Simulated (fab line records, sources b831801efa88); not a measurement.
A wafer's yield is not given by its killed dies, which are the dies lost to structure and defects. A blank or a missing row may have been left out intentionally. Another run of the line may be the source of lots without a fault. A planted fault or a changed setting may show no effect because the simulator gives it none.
A lot that was struck, set against a sound lot    flow sfq_line    42 steps out of a route of 325
Sound: these wafers, L132.3, L132.4, L132.6. Wafers L149.1, L149.2, L149.6 were the ones struck. Last of all comes the cause.
At each step with rows: each side's tool, then ch and its chambers, then its first start. Under that, the readings that differ: sound wafers    struck wafers    difference of the means    sigmas: that difference in standard deviations of wafers without a fault.
alike: words and numbers the same on both sides, and readings whose means are apart by under 2 such deviations; not compared: readings that were withheld, readings missing a value for some wafer, numbers with overlapping values and no deviation given by the record, and bounds like >300 which may hide the same value.
The two part at a step that has a row with sigmas, a row that says differs or no value, or rows on one side only. Numbers that have no deviation but don't overlap get no sigmas and don't part them. A reading that every wafer of one side lacks parts them only if that side has two wafers or more.

first, 7 steps without rows for these wafers: SFQ_TRILAYER_I4_VIA_STRIP_STRIP_107 (strips in O2); SFQ_TRILAYER_I4_VIA_STRIP_SOLV_CLEAN_108 (cleans in NMP, time 600 s); SFQ_TRILAYER_JJ_TRILAYER_DEP_PRE_CLEAN_113 (time 22.5 s); SFQ_TRILAYER_JJ_TRILAYER_DEP_SPUTTER_109 (material Nb, target thk 150 nm, time 100 s); SFQ_TRILAYER_JJ_TRILAYER_DEP_SPUTTER_110 (material Al, target thk 8 nm, time 10 s); SFQ_TRILAYER_JJ_TRILAYER_DEP_AL_OXIDATION_111 (oxidation time 600 s); SFQ_TRILAYER_JJ_TRILAYER_DEP_SPUTTER_112 (material Nb, target thk 170 nm, time 113.3 s).
SFQ_JJ_RS_MEAS_929: measurement is done with a four-point probe.
  struck on film_metro-04, day 63 02:02; sound on film_metro-02, day 51 16:05
reading            sound              struck             difference  sigmas
JJ_NB_RS (ohm/sq)  1.031 1.032 1.039  1.076 1.067 1.045  +0.029      +2
then, 3 steps without rows for these wafers: SFQ_TRILAYER_JJ_CE_LITHO_COAT_119 (resist thk 62 nm); SFQ_TRILAYER_JJ_CE_LITHO_COAT_114 (resist thk 600 nm); SFQ_TRILAYER_JJ_CE_LITHO_SOFTBAKE_118.
-- the record jumps here: 4 days lie between the struck wafers' starts before and after --
SFQ_TRILAYER_JJ_CE_LITHO_EXPOSE_115: exposes mask J5, target cd 700 nm.
  sound on krf_scanner-02 ch 0, day 55 06:17; struck on krf_scanner-02 ch 0, day 67 06:14
reading               sound                 struck                difference  sigmas
exposure_dose_mJ_cm2  14.382 14.363 14.385  13.177 13.139 13.161  -1.218      -76
  alike: mask
then, 2 steps without rows for these wafers: SFQ_TRILAYER_JJ_CE_LITHO_PEB_117 (peb time 60 s); SFQ_TRILAYER_JJ_CE_LITHO_DEVELOP_116 (time 60 s).
SFQ_JJ_OVL_MEAS_931:
  struck on overlay-01, day 67 07:44; sound on overlay-02, day 55 07:24
  alike: J5_OVL
SFQ_TRILAYER_JJ_CE_METRO_MEASURE_117:
  struck on cd_sem-01, day 67 09:08; sound on cd_sem-01, day 55 07:50
reading     sound              struck             difference  sigmas
cd_nm (nm)  698.7 698.2 698.3  713.7 713.3 714.1  +15.3       +10
SFQ_TRILAYER_JJ_CE_BARC_OPEN_RIE_150: chemistry O2, target BARC, target depth 240 nm, time 80 s.
  sound on rie_metal-02 ch 0,1, day 55 08:40; struck on rie_metal-03 ch 0,1, day 67 15:35
reading              sound              struck           difference  sigmas
model.JJ.cd_nm (nm)  702.3 698.9 700.1  717.5 715 717.8  +16.3       
  alike: drypump_motor_current_A, oes_product_au
  not compared: rf_hours_counter_h
SFQ_TRILAYER_JJ_CE_ETCH_RIE_118: chemistry SF6, target Nb, stops on Al2O3, time 97.7 s, target depth 170 nm.
  sound on rie_metal-02 ch 0,1, day 55 08:45; struck on rie_metal-03 ch 0,1, day 67 15:40
reading              sound              struck             difference  sigmas
model.JJ.cd_nm (nm)  702.8 700.4 700.5  719.1 717.6 719.8  +17.6       
  alike: drypump_motor_current_A, oes_product_au
  not compared: rf_hours_counter_h
then, 9 steps without rows for these wafers: SFQ_TRILAYER_JJ_ANODIZE_ANODIZE_119; SFQ_TRILAYER_JJ_CE_STRIP_STRIP_120 (strips in O2); SFQ_TRILAYER_JJ_CE_STRIP_SOLV_CLEAN_121 (cleans in NMP, time 600 s); SFQ_TRILAYER_M5_LITHO_COAT_128 (resist thk 62 nm); SFQ_TRILAYER_M5_LITHO_COAT_123 (resist thk 600 nm); SFQ_TRILAYER_M5_LITHO_SOFTBAKE_127; SFQ_TRILAYER_M5_LITHO_EXPOSE_124 (exposes mask M5, target cd 700 nm); SFQ_TRILAYER_M5_LITHO_PEB_126 (peb time 60 s); SFQ_TRILAYER_M5_LITHO_DEVELOP_125 (time 60 s).
-- the record jumps here: 3 days lie between the struck wafers' starts before and after --
SFQ_M5_OVL_MEAS_932:
  struck on overlay-01, day 70 18:25; sound on overlay-02, day 55 18:12
  alike: M5_OVL
then, 1 step without rows for these wafers: SFQ_TRILAYER_M5_BARC_OPEN_METAL_ETCH_161 (etches BARC in O2, target depth 125 nm, time 41.7 s).
SFQ_TRILAYER_M5_ETCH_METAL_ETCH_126: etches Nb in Cl2/BCl3, stops on SiO2, time 203.2 s, target depth 265 nm.
  sound on rie_metal-03 ch 0,1, day 55 18:21; struck on rie_metal-01 ch 0,1, day 70 18:31
  alike: drypump_motor_current_A, oes_product_au
  not compared: rf_hours_counter_h
then, 4 steps without rows for these wafers: SFQ_TRILAYER_M5_STRIP_STRIP_127 (strips in O2); SFQ_TRILAYER_M5_STRIP_SOLV_CLEAN_128 (cleans in NMP, time 600 s); SFQ_TRILAYER_A5B_DEP_PECVD_129 (deposits SiO2 from SiH4/N2O, time 133.33 s, target thk 600 nm); SFQ_TRILAYER_A5B_CMP_CMP_130 (polishes, stops on Nb, target thk 340.7 nm).
SFQ_TRILAYER_A5B_METRO_MEASURE_131:
  struck on film_metro-04, day 70 22:46; sound on film_metro-01, day 56 08:25
  alike: thk_nm
SFQ_TRILAYER_R5_DEP_SPUTTER_132: material Ti, target thk 5 nm, time 5 s.
  struck on pvd_sputter-04, day 70 23:58; sound on pvd_sputter-06, day 56 09:13
  alike: base_pressure_pa, throttle_valve_pct
SFQ_TRILAYER_R5_DEP_SPUTTER_133: material MoNx, target thk 40 nm, time 66.7 s.
  struck on pvd_sputter-04, day 70 23:58; sound on pvd_sputter-06, day 56 09:14
  alike: base_pressure_pa, throttle_valve_pct
SFQ_TRILAYER_R5_DEP_SPUTTER_134: material Ti, target thk 5 nm, time 5 s.
  struck on pvd_sputter-04, day 71 00:02; sound on pvd_sputter-06, day 56 09:17
  alike: base_pressure_pa, throttle_valve_pct
SFQ_R5_RS_MEAS_933: measurement is done with a four-point probe.
  struck on film_metro-02, day 71 00:03; sound on film_metro-03, day 56 09:21
reading              sound           struck          difference  sigmas
R5_MONX_RS (ohm/sq)  7.24 7.22 7.20  6.98 7.11 7.06  -0.17       -2
SFQ_R5_THK_MEAS_934: measures by xrf.
  struck on film_metro-02, day 71 00:10; sound on film_metro-03, day 56 09:27
  alike: R5_MONX_THK
then, 1 step without rows for these wafers: SFQ_TRILAYER_R5_LITHO_COAT_141 (resist thk 62 nm).
-- the record jumps here: 12 days lie between the struck wafers' starts before and after --
SFQ_M8_BOW_MEAS_951:
  struck on film_metro-04, day 83 10:21; sound on film_metro-01, day 77 18:57
reading                 sound                struck             difference  sigmas
M8_BOW (um)             28 37 26             7 9 -10            -28         -2
model.etest.jj.g_times  1.002 0.9954 0.9958  1.049 1.045 1.051  +0.051      

WHERE THEY PART
At SFQ_JJ_RS_MEAS_929 first; at SFQ_M8_BOW_MEAS_951 last (within this record only).

WHY: the cause the simulator had injected
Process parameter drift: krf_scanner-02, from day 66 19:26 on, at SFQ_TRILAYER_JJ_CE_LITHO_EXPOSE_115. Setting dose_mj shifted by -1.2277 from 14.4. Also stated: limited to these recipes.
